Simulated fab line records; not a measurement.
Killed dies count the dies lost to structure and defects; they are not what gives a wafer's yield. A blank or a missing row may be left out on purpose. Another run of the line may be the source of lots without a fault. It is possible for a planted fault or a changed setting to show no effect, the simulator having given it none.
The tool behind it: which one? | flow gf180mcu | 33 wafers from 11 lots sampled at 5 of the route's 602 steps

== WHAT THE GAUGES READ, wafer by wafer ==
GF_CONTACT_THK_MEAS_26: measures by xrf.
lot  | measured     | on            | CONTACT_W_THK (nm)
L869 | day 16 01:14 | film-metro-04 | 324 314 322
L870 | day 16 21:12 | film-metro-04 | 321 310 316
L873 | day 18 00:52 | film-metro-04 | 318 322 316
L877 | day 19 00:50 | film-metro-02 | 311 314 312
L879 | day 19 21:47 | film-metro-04 | 319 324 316
L884 | day 21 15:30 | film-metro-02 | 317 320 317
L887 | day 22 14:58 | film-metro-02 | 319 316 323
L888 | day 23 00:19 | film-metro-02 | 320 319 322
L889 | day 23 16:30 | film-metro-02 | 316 312 314
L890 | day 23 17:36 | film-metro-04 | 322 324 322
L892 | day 24 07:52 | film-metro-04 | 323 314 318

GF_V1_THK_MEAS_03.
lot  | measured     | on            | V1_CVD_02_THK (nm)
L869 | day 17 00:59 | film-metro-03 | 842 857 857
L870 | day 17 22:10 | film-metro-03 | 840 858 829
L873 | day 19 02:37 | film-metro-03 | 857 855 873
L877 | day 20 02:53 | film-metro-03 | 775 753 757
L879 | day 20 23:44 | film-metro-03 | 737 763 772
L884 | day 22 16:26 | film-metro-02 | 845 842 861
L887 | day 23 15:38 | film-metro-02 | 834 862 847
L888 | day 24 00:38 | film-metro-03 | 845 841 870
L889 | day 24 16:06 | film-metro-03 | 835 842 842
L890 | day 24 17:57 | film-metro-02 | 846 870 856
L892 | day 25 07:01 | film-metro-03 | 849 861 870

== EACH LOT AND THE TOOL THAT RAN IT (in order: tool; ch and the chambers of the sampled wafers; start) ==
lot  | GF_M1_SPUTTER_02             | GF_M1_METAL_ETCH_16               | GF_V1_CVD_02
L869 | pvd-sputter-04, day 16 01:43 | rie-metal-03 ch 0,1, day 17 00:07 | pecvd-04 ch 0,1, day 17 00:55
L870 | pvd-sputter-04, day 16 21:41 | rie-metal-03 ch 0,1, day 17 21:19 | pecvd-01 ch 0,1,2, day 17 22:05
L873 | pvd-sputter-04, day 18 01:21 | rie-metal-03 ch 0,1, day 19 01:46 | pecvd-02 ch 1,2, day 19 02:32
L877 | pvd-sputter-04, day 19 01:18 | rie-metal-03 ch 0,1, day 20 02:01 | pecvd-02 ch 0,1,2, day 20 02:47
L879 | pvd-sputter-04, day 19 22:16 | rie-metal-03 ch 0, day 20 22:50   | pecvd-02 ch 0,2, day 20 23:39
L884 | pvd-sputter-04, day 21 15:59 | rie-metal-03 ch 0,1, day 22 15:31 | pecvd-01 ch 0,1, day 22 16:22
L887 | pvd-sputter-02, day 22 15:27 | rie-metal-03 ch 0,1, day 23 14:46 | pecvd-04 ch 0,1,2, day 23 15:34
L888 | pvd-sputter-01, day 23 00:47 | rie-metal-01 ch 0,1, day 23 23:46 | pecvd-02 ch 1,2, day 24 00:33
L889 | pvd-sputter-04, day 23 16:59 | rie-metal-03 ch 0,1, day 24 15:15 | pecvd-04 ch 0,2, day 24 16:02
L890 | pvd-sputter-01, day 23 18:05 | rie-metal-01 ch 0, day 24 17:07   | pecvd-02 ch 0,1,2, day 24 17:53
L892 | pvd-sputter-04, day 24 08:21 | rie-metal-03 ch 0,1, day 25 06:09 | pecvd-01 ch 0,1,2, day 25 06:56
- GF_M1_SPUTTER_02: material AlCu, target thk 450 nm, time 23.9 s.
- GF_M1_METAL_ETCH_16: etches the open film in Cl2/BCl3, stops on SiO2, target depth 627.5 nm, time 104.6 s.
- GF_V1_CVD_02: deposits SiO2 from TEOS, target thk 850 nm, time 94.851 s.

== AS READ BY THE TOOLS THEMSELVES (means over the sampled wafers that have a number; for cases with no such wafer, the mark the record gives instead) ==
GF_M1_SPUTTER_02.
lot  | tool           | cathode-dc-power-W (W) | chamber-pressure-pa (Pa) | throttle-valve-pct (%)
L869 | pvd-sputter-04 | 10599                  | 0.3998                   | 30.0
L870 | pvd-sputter-04 | 10600                  | 0.3997                   | 30.5
L873 | pvd-sputter-04 | 10600                  | 0.4000                   | 30.1
L877 | pvd-sputter-04 | 10598                  | 0.3997                   | 30.6
L879 | pvd-sputter-04 | 10599                  | 0.3998                   | 30.2
L884 | pvd-sputter-04 | 10601                  | 0.3996                   | 30.2
L887 | pvd-sputter-02 | 10600                  | 0.3995                   | 29.3
L888 | pvd-sputter-01 | 10599                  | 0.3994                   | 29.2
L889 | pvd-sputter-04 | 10600                  | 0.3993                   | 30.1
L890 | pvd-sputter-01 | 10599                  | 0.4001                   | 29.0
L892 | pvd-sputter-04 | 10599                  | 0.4004                   | 30.0

GF_M1_METAL_ETCH_16.
lot  | tool         | drypump-motor-current-A (A) | oes-product-au (a.u.) | throttle-valve-pct (%)
L869 | rie-metal-03 | 5.6                         | 0.960                 | 28.261
L870 | rie-metal-03 | 5.7                         | 0.974                 | 28.255
L873 | rie-metal-03 | 5.6                         | 0.970                 | 28.256
L877 | rie-metal-03 | 5.6                         | 0.963                 | 28.267
L879 | rie-metal-03 | 5.6                         | 0.970                 | 28.255
L884 | rie-metal-03 | 5.7                         | 0.971                 | 28.250
L887 | rie-metal-03 | 5.7                         | 0.965                 | 28.250
L888 | rie-metal-01 | 5.1                         | 0.972                 | 28.250
L889 | rie-metal-03 | 5.7                         | 0.969                 | 28.251
L890 | rie-metal-01 | 5.6                         | 0.974                 | 28.246
L892 | rie-metal-03 | 5.7                         | 0.976                 | 28.245

GF_V1_CVD_02.
lot  | tool     | heater-power-outer-w (W) | heater-power-w (W)
L869 | pecvd-04 | 396                      | 672
L870 | pecvd-01 | 370                      | 574
L873 | pecvd-02 | 408                      | 699
L877 | pecvd-02 | 379                      | 656
L879 | pecvd-02 | 407                      | 684
L884 | pecvd-01 | 340                      | 552
L887 | pecvd-04 | 400                      | 684
L888 | pecvd-02 | 402                      | 678
L889 | pecvd-04 | 435                      | 731
L890 | pecvd-02 | 437                      | 744
L892 | pecvd-01 | 380                      | 601

== THE ANSWER, worked out from the rows above alone ==
Rule: what is usual is taken from the lots themselves. Put in order of their means at a reading, lots are off if they are a third of the lots or fewer, leave a main group of 4 or more, and stand apart from it by a gap of 3 or more times the standard deviation of the main group's means; of several such gaps the widest counts. Not used: any main group whose means are identical at the precision the tables above print for the reading. A lot without any number at a reading at which 4 lots or more have one is off too. Any other lot the step has rows for is counted as sound. The gauges are gone through in route order, then the tools' own readings, and for those a lot's mean is taken as printed above. At the first step where some lot is off, the reading lying furthest off is the one used; lots without a number count as furthest.
Off: L877, L879, seen at GF_V1_THK_MEAS_03 (V1_CVD_02_THK). For the main group the mean is 851 nm and the standard deviation 7.1.
A tool fits if, at a process step before that reading, it ran every lot that is off, and no sound lot after the first of them. Gauges at GF_V1_THK_MEAS_03: tried the same way as those tools. Not one of the candidates tried fits.

== WHAT THE SIMULATOR PUT IN ==
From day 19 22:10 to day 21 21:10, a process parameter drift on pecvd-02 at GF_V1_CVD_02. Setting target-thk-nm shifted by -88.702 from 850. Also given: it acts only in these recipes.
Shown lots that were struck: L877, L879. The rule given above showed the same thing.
